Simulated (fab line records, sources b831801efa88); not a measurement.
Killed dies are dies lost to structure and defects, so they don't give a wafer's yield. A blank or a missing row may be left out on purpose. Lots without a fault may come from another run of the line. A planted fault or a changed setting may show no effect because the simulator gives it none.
A struck lot beside a sound one | flow sky130 | 18 steps out of a route of 708
Sound: wafers L417.1, L417.4, L417.5. Struck: wafers L429.1, L429.3, L429.5. The cause comes at the end.
At each step with rows: each side's tool, then ch and its chambers, then its first start. Under that, the readings that differ: sound wafers | struck wafers | difference of the means | sigmas: that difference in standard deviations of wafers without a fault.
alike: readings whose means differ by less than 2 such deviations, and words and numbers that are the same on both sides. not compared: withheld readings, readings that some wafer has no value for, bounds like >300 that may hide the same value, and numbers for which the record gives no deviation and whose values overlap.
The two part at a step that has a row with sigmas, a row that says differs or no value, or rows on one side only. Numbers that don't overlap but have no deviation are shown without sigmas and don't part them. A reading that every wafer of one side lacks parts them only if that side has two wafers or more.

first, 3 steps without rows for these wafers: SKY_LI_CONTACT_EXPOSE_09 (exposes mask LICM1, target cd 170 nm); SKY_LI_CONTACT_PEB_10; SKY_LI_CONTACT_DEVELOP_11 (develop time 60 s).
SKY_LI_CONTACT_CD_MEAS_12: target cd 170 nm.
  sound on cd_sem-02, day 30 02:38; struck on cd_sem-02, day 33 12:23
  alike: cd_nm
SKY_LI_CONTACT_OVL_MEAS_13:
  sound on overlay-01, day 30 02:46; struck on overlay-01, day 33 12:31
  alike: LI_CONTACT_OVL
SKY_LI_CONTACT_ETCH_14: etches BARC in N2/H2, stops on SiO2, time 45.9 s, target depth 60 nm.
  sound on rie_diel-04 ch 0,1,3, day 30 02:48; struck on rie_diel-04 ch 0,2, day 33 12:33
  alike: drypump_motor_current_A, oes_product_au, throttle_valve_pct
  not compared: rf_hours_counter_h
SKY_LI_CONTACT_ETCH_15: etches PSG in C4F8/O2/Ar, stops on Si, target depth 600 nm.
  sound on rie_diel-04 ch 0,1,3, day 30 02:50; struck on rie_diel-04 ch 0,2, day 33 12:35
  alike: oes_product_au
SKY_LI_CONTACT_STRIP_16: strips in O2/N2.
  sound on plasma_asher-01 ch 0, day 30 02:56; struck on plasma_asher-04 ch 0,1, day 33 12:41
  reading                      | sound          | struck         | difference | sigmas
  strip_time_to_endpoint_s (s) | 3.52 3.45 3.47 | 3.53 3.57 3.56 | +0.07      | +2
  alike: drypump_motor_current_A, oes_product_au
  not compared: rf_hours_counter_h
then, 3 steps without rows for these wafers: SKY_LI_CONTACT_CLEAN_17 (cleans in NMP, time 600 s); SKY_LI_CONTACT_PRE_CLEAN_18 (time 5.6 s); SKY_LI_CONTACT_SPUTTER_19 (material Ti, target thk 20 nm, time 106.37 s).
SKY_LI_CONTACT_SPUTTER_20: material TiN, target thk 20 nm, time 80 s.
  sound on pvd_sputter-03, day 30 03:20; struck on pvd_sputter-02, day 33 13:04
  alike: throttle_valve_pct
SKY_LI_CONTACT_CVD_21: deposits W, target thk 400 nm, time 120.56 s.
  sound on cvd_w-02 ch 0,1, day 30 03:23; struck on cvd_w-01 ch 0,1, day 33 13:07
  reading                                  | sound                | struck               | difference | sigmas
  susceptor_temp_C (C)                     | 400.12 400.02 399.95 | 386.55 386.89 386.34 | -13.44     | -67
  model.W_of_LI_CONTACT_CVD_21.thk_nm (nm) | 391.7 396.2 402.6    | 317.3 312.7 308.2    | -84.1      |
  alike: heater_power_w
SKY_LI_CONTACT_RS_MEAS_22: measures by four-point-probe.
  sound on film_metro-02, day 30 03:31; struck on film_metro-02, day 33 13:15
  reading                  | sound             | struck            | difference | sigmas
  LI_CONTACT_W_RS (ohm/sq) | 0.291 0.288 0.283 | 0.360 0.364 0.370 | +0.077     | +16
SKY_LI_CONTACT_THK_MEAS_23: measures by xrf.
  sound on film_metro-02, day 30 03:38; struck on film_metro-02, day 33 13:22
  reading               | sound       | struck      | difference | sigmas
  LI_CONTACT_W_THK (nm) | 421 425 433 | 335 332 327 | -95        | -10
SKY_LI_CONTACT_CMP_24: polishes, stops on PSG, t overpolish 20 s, target thk 0 nm.
  sound on cmp-02 ch 1,2, day 30 03:45; struck on cmp-02 ch 0,2, day 33 13:29
  reading                | sound      | struck   | difference | sigmas
  time_to_endpoint_s (s) | 104 99 105 | 68 80 80 | -27        | -5
  alike: motor_current_A
SKY_LOCAL_INTERCONNECT_SPUTTER_00: material TiN, target thk 100 nm, time 83.3 s.
  sound on pvd_sputter-04, day 30 04:00; struck on pvd_sputter-01, day 33 13:44
  alike: throttle_valve_pct
SKY_PAD_OPEN_PROBE_99:
  the record has rows for the sound wafers here (prober-01, day 46 16:55) and none for the struck ones

WHERE THEY PART
First at SKY_LI_CONTACT_STRIP_16; last, within this record, at SKY_PAD_OPEN_PROBE_99.

WHY: what the simulator had put in
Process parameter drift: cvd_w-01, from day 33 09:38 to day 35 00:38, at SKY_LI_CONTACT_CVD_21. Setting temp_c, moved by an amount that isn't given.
